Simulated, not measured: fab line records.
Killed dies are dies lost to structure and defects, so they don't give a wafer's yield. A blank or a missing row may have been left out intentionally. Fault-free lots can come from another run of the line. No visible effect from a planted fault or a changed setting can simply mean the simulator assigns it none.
Chamber matching :: flow gf180mcu :: cmp-01 running GF_V1_CMP_04: 4 sister chambers
The step polishes SiO2. 14 wafers are shown with their chamber, then 7 later ones without.

EACH WAFER AND ITS CHAMBER
wafer: L589.1
chamber: 2
motor_current_A (A): 13.7
slurry_flow_ml_min: 150.4
time_to_endpoint_s (s): 69

wafer: L589.3
chamber: 3
motor_current_A (A): 13.4
slurry_flow_ml_min: 150.1
time_to_endpoint_s (s): 75

wafer: L589.6
chamber: 2
motor_current_A (A): 13.1
slurry_flow_ml_min: 150.2
time_to_endpoint_s (s): 82

wafer: L599.4
chamber: 0
motor_current_A (A): 11.3
slurry_flow_ml_min: 150.4
time_to_endpoint_s (s): 77

wafer: L599.5
chamber: 1
motor_current_A (A): 11.8
slurry_flow_ml_min: 150.5
time_to_endpoint_s (s): 74

wafer: L599.6
chamber: 2
motor_current_A (A): 13.3
slurry_flow_ml_min: 149.7
time_to_endpoint_s (s): 78

wafer: L600.1
chamber: 3
motor_current_A (A): 13.2
slurry_flow_ml_min: 149.3
time_to_endpoint_s (s): 71

wafer: L600.2
chamber: 2
motor_current_A (A): 13.5
slurry_flow_ml_min: 149.6
time_to_endpoint_s (s): 73

wafer: L600.4
chamber: 1
motor_current_A (A): 11.4
slurry_flow_ml_min: 150.5
time_to_endpoint_s (s): 77

wafer: L601.1
chamber: 1
motor_current_A (A): 11.2
slurry_flow_ml_min: 149.6
time_to_endpoint_s (s): 67

wafer: L601.5
chamber: 1
motor_current_A (A): 11.6
slurry_flow_ml_min: 150.3
time_to_endpoint_s (s): 72

wafer: L601.6
chamber: 0
motor_current_A (A): 11.1
slurry_flow_ml_min: 150.8
time_to_endpoint_s (s): 80

wafer: L604.2
chamber: 2
motor_current_A (A): 13.8
slurry_flow_ml_min: 149.5
time_to_endpoint_s (s): 74

wafer: L604.3
chamber: 1
motor_current_A (A): 11.1
slurry_flow_ml_min: 149.3
time_to_endpoint_s (s): 73

SIGNATURES (averages over the wafers above)
reading: motor_current_A
chamber 0: 11.200
chamber 1: 11.420
chamber 2: 13.480
chamber 3: 13.300
scatter within a chamber: 0.264

reading: slurry_flow_ml_min
chamber 0: 150.600
chamber 1: 150.040
chamber 2: 149.880
chamber 3: 149.700
scatter within a chamber: 0.475

reading: time_to_endpoint_s
chamber 0: 78.50
chamber 1: 72.60
chamber 2: 75.20
chamber 3: 73.00
scatter within a chamber: 4.06
Rule: for each reading, subtract the chamber's mean from the wafer's reading, divide by that reading's scatter and square the result; add these up over the readings and take the root, which gives the wafer's distance from the chamber. If the next closest chamber is less than 2 further off than the closest, the wafer can't be placed; otherwise it belongs to the closest. The scatter: the root of (the sum of the squares of (reading less its chamber's mean) over the shown wafers, divided by (wafers less chambers)).

WAFERS WHOSE CHAMBER IS MISSING
wafer: L604.4
motor_current_A (A): 11.6
slurry_flow_ml_min: 150.2
time_to_endpoint_s (s): 74

wafer: L606.3
motor_current_A (A): 13.3
slurry_flow_ml_min: 150.6
time_to_endpoint_s (s): 67

wafer: L606.4
motor_current_A (A): 11.2
slurry_flow_ml_min: 149.6
time_to_endpoint_s (s): 69

wafer: L606.6
motor_current_A (A): 13.1
slurry_flow_ml_min: 149.6
time_to_endpoint_s (s): 79

wafer: L607.2
motor_current_A (A): 14.0
slurry_flow_ml_min: 150.4
time_to_endpoint_s (s): 69

wafer: L607.3
motor_current_A (A): 13.9
slurry_flow_ml_min: 149.5
time_to_endpoint_s (s): 73

wafer: L607.6
motor_current_A (A): 11.6
slurry_flow_ml_min: 149.9
time_to_endpoint_s (s): 85

CHAMBER TAKEN BY EACH
wafer: L604.4
from the rows above: can't be placed: 1 or 0
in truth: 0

wafer: L606.3
from the rows above: can't be placed: 3 or 2
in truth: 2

wafer: L606.4
from the rows above: can't be placed: 1 or 0
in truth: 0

wafer: L606.6
from the rows above: can't be placed: 3 or 2
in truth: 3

wafer: L607.2
from the rows above: can't be placed: 2 or 3
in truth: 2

wafer: L607.3
from the rows above: can't be placed: 2 or 3
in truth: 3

wafer: L607.6
from the rows above: can't be placed: 0 or 1
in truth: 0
0 of 7 placed correctly. From these rows, 7 cannot be placed; in 7 the true chamber is one of the candidates. Wrongly placed: 0.
